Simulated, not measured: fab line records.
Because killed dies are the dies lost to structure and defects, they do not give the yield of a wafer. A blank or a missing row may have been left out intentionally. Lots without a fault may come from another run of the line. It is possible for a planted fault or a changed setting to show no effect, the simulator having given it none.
Which tool is to blame? -- flow gf180mcu -- 12 lots, 36 wafers sampled, at 5 steps of a route of 602

== WHAT THE GAUGES SHOWED, per wafer ==
GF_MVSD_OVL_MEAS_07.
lot,measured,on,MVSD_OVL (nm)
L825,day 4 23:52,overlay-01,2.1 2.7 3.8
L826,day 5 03:39,overlay-01,1.8 3.8 1.6
L827,day 5 08:46,overlay-02,0.1 0.3 1.9
L829,day 5 19:45,overlay-02,2.0 0.5 0.6
L832,day 6 14:32,overlay-02,3.3 3.7 2.9
L834,day 7 00:31,overlay-02,2.2 3.7 2.5
L841,day 8 22:25,overlay-01,2.7 2.6 1.3
L842,day 9 10:37,overlay-02,-0.3 0.5 -0.6
L844,day 9 13:25,overlay-02,3.8 4.9 2.6
L843,day 9 14:07,overlay-01,1.5 1.1 1.8
L845,day 9 18:26,overlay-01,0.8 0.6 0.3
L846,day 10 04:49,overlay-01,0.2 -1.1 0.1

GF_VT_IMPLANT_OVL_MEAS_07.
lot,measured,on,VT_IMPLANT_OVL (nm)
L825,day 6 04:08,overlay-01,-0.4 -1.2 -2.3
L826,day 6 08:45,overlay-01,0.5 1.8 0.7
L827,day 6 12:37,overlay-02,-1.4 0.9 0.5
L829,day 7 00:51,overlay-02,-1.4 -1.3 -1.9
L832,day 7 20:59,overlay-01,-1.9 -1.7 -2.1
L834,day 8 07:34,overlay-02,0.1 -0.3 0.4
L841,day 10 09:07,overlay-02,- - -
L842,day 10 22:26,overlay-01,-2.4 -2.3 -1.3
L844,day 11 02:14,overlay-01,-2.2 -2.0 0.0
L843,day 11 03:10,overlay-01,-2.8 -1.6 -1.3
L845,day 11 07:50,overlay-01,1.2 1.5 -0.1
L846,day 11 18:05,overlay-02,-1.7 0.9 0.8

GF_VT_IMPLANT_TW_MEAS_10.
lot,measured,on,VT_IMPLANT_TW
L825,day 6 04:26,filmMetro-04,573 573 572
L826,day 6 09:02,filmMetro-03,557 556 555
L827,day 6 12:55,filmMetro-04,571 571 568
L829,day 7 01:08,filmMetro-03,555 555 554
L832,day 7 21:16,filmMetro-02,562 561 557
L834,day 8 07:52,filmMetro-03,553 554 556
L841,day 10 09:24,filmMetro-04,30 30 30 30 30 30
L842,day 10 22:43,filmMetro-03,554 559 553
L844,day 11 02:31,filmMetro-03,553 554 553
L843,day 11 03:28,filmMetro-04,567 567 567
L845,day 11 08:08,filmMetro-02,560 562 561
L846,day 11 18:23,filmMetro-02,563 563 564

GF_VT_IMPLANT_TW_MEAS_21.
lot,measured,on,VT_IMPLANT_2_TW
L825,day 6 18:37,filmMetro-04,1232 1229 1232
L826,day 7 00:10,filmMetro-04,1232 1226 1226
L827,day 7 04:07,filmMetro-04,1233 1228 1232
L829,day 7 16:56,filmMetro-02,1202 1207 1204
L832,day 8 13:13,filmMetro-02,1210 1213 1215
L834,day 9 00:10,filmMetro-04,1222 1213 1214
L842,day 11 17:31,filmMetro-04,1218 1213 1213
L844,day 11 20:40,filmMetro-04,1221 1225 1223
L843,day 11 21:34,filmMetro-04,1217 1225 1225
L845,day 12 02:32,filmMetro-04,1228 1228 1238
L846,day 12 13:07,filmMetro-04,1230 1233 1237

== WHICH TOOL RAN EACH LOT (tool, then ch and the chambers of the sampled wafers, then the start) ==
lot,GF_VT_IMPLANT_EXPOSE_04
L825,"ilineStepper-01 ch 0, day 5 21:21"
L826,"ilineStepper-02 ch 0, day 6 01:58"
L827,"ilineStepper-02 ch 0, day 6 05:49"
L829,"ilineStepper-02 ch 0, day 6 17:52"
L832,"ilineStepper-02 ch 0, day 7 13:08"
L834,"ilineStepper-01 ch 0, day 8 00:32"
L841,"ilineStepper-02 ch 0, day 10 00:32"
L842,"ilineStepper-02 ch 0, day 10 13:31"
L844,"ilineStepper-02 ch 0, day 10 16:50"
L843,"ilineStepper-01 ch 0, day 10 17:37"
L845,"ilineStepper-01 ch 0, day 10 23:02"
L846,"ilineStepper-01 ch 0, day 11 08:52"
- GF_VT_IMPLANT_EXPOSE_04: exposes mask LVPWELL LV AREA, target cd 600 nm.

== WHAT THE TOOLS THEMSELVES READ (means of the sampled wafers that have a number; where no wafer has one, the mark that the record gives instead) ==
GF_VT_IMPLANT_EXPOSE_04.
lot,tool,focusOffsetNm (nm),stageVelMmS (mm/s)
L825,ilineStepper-01,0.3,499.74
L826,ilineStepper-02,-0.2,499.96
L827,ilineStepper-02,0.3,500.04
L829,ilineStepper-02,0.1,499.84
L832,ilineStepper-02,-0.3,499.99
L834,ilineStepper-01,0.3,499.72
L841,ilineStepper-02,0.0,500.15
L842,ilineStepper-02,-0.6,499.71
L844,ilineStepper-02,-0.1,499.96
L843,ilineStepper-01,0.1,499.93
L845,ilineStepper-01,-0.4,500.02
L846,ilineStepper-01,0.9,500.30

== THE ANSWER, worked out from the rows above alone ==
Rule: usual is defined by the lots themselves. The widest of any qualifying gaps counts: lots, ordered by their means at a reading, are off when they make up no more than a third of the lots, leave a main group of 4 or more, and stand apart from it by 3 or more times the standard deviation of that group's means. A main group whose means are all the same, to the digits that the tables above print for the reading, isn't used. Also off: a lot with no number at a reading for which 4 or more lots have one. Where the step has rows for the other lots, those lots are counted as sound. Order of review: gauges by route order, followed by the tools' own readings, for which a lot's mean as printed above is used. At the first step where some lot is off, the reading lying furthest off is the one used; lots without a number count as furthest.
Off: at GF_VT_IMPLANT_OVL_MEAS_07 (VT_IMPLANT_OVL), L841. Without a number there: L841. Mean -0.7 nm and standard deviation 1.1 in the main group.
A tool fits if, at a process step before that reading, it ran every lot that is off, and no sound lot after the first of them. The gauges at GF_VT_IMPLANT_OVL_MEAS_07 aren't tried: what is off there is off at GF_VT_IMPLANT_TW_MEAS_10 too, on other tools, and a gauge's error can't cause that. No candidate that was tried fits.

== WHAT THE SIMULATOR HAD PUT IN ==
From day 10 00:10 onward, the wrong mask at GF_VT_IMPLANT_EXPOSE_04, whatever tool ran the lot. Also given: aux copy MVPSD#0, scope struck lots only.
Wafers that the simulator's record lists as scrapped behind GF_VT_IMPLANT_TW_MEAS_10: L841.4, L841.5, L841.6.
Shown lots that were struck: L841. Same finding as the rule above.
